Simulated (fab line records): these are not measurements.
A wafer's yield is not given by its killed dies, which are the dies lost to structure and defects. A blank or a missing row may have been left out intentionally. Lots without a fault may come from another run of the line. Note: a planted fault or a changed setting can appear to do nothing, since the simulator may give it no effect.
Chamber matching    flow gf180mcu    4 sister chambers for GF_V2_ETCH_16 on rie_diel-01
The step etches BARC in N2/H2. 8 wafers are shown with their chamber, then 9 later ones without.

== WAFERS, EACH WITH ITS CHAMBER ==
wafer   chamber  drypump_motor_current_A (A)  throttle_valve_pct (%)
L074.5  1        5.7                          13.220
L080.6  1        5.7                          13.223
L087.6  0        6.0                          13.214
L090.3  2        5.6                          13.221
L090.6  3        5.4                          13.225
L091.3  2        5.5                          13.211
L091.5  0        6.0                          13.226
L091.6  3        5.4                          13.219

== WAFERS WHOSE CHAMBER IS MISSING ==
wafer   drypump_motor_current_A (A)  throttle_valve_pct (%)
L093.1  5.4                          13.225
L093.5  5.6                          13.235
L093.6  5.4                          13.203
L094.1  5.5                          13.223
L094.2  5.4                          13.221
L094.4  5.6                          13.225
L096.2  5.7                          13.217
L096.4  5.9                          13.214
L096.5  5.9                          13.235

== WHICH CHAMBER EACH WENT THROUGH ==
wafer   from the rows above      in truth
L093.1  3                        3
L093.5  can't be placed: 2 or 1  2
L093.6  can't be placed: 3 or 2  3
L094.1  can't be placed: 2 or 3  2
L094.2  3                        3
L094.4  can't be placed: 2 or 1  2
L096.2  1                        1
L096.4  0                        0
L096.5  0                        0
5 of 9 placed correctly. Cannot be placed on the basis of these rows: 4; the candidates contain the true chamber in 4. Placed wrongly: 0.
How it was worked out, from the rows above alone: a wafer's distance from a chamber is the root of the sum, over the readings, of the square of ((its reading less the chamber's mean) divided by the reading's scatter). The wafer belongs to the nearest chamber; if the next one is less than 2 further off, it can't be placed. The mean given for a chamber averages the wafers shown for that chamber. The scatter: take each reading less its chamber's mean, square it, sum over the shown wafers, divide by the number of wafers less the number of chambers, and take the root.
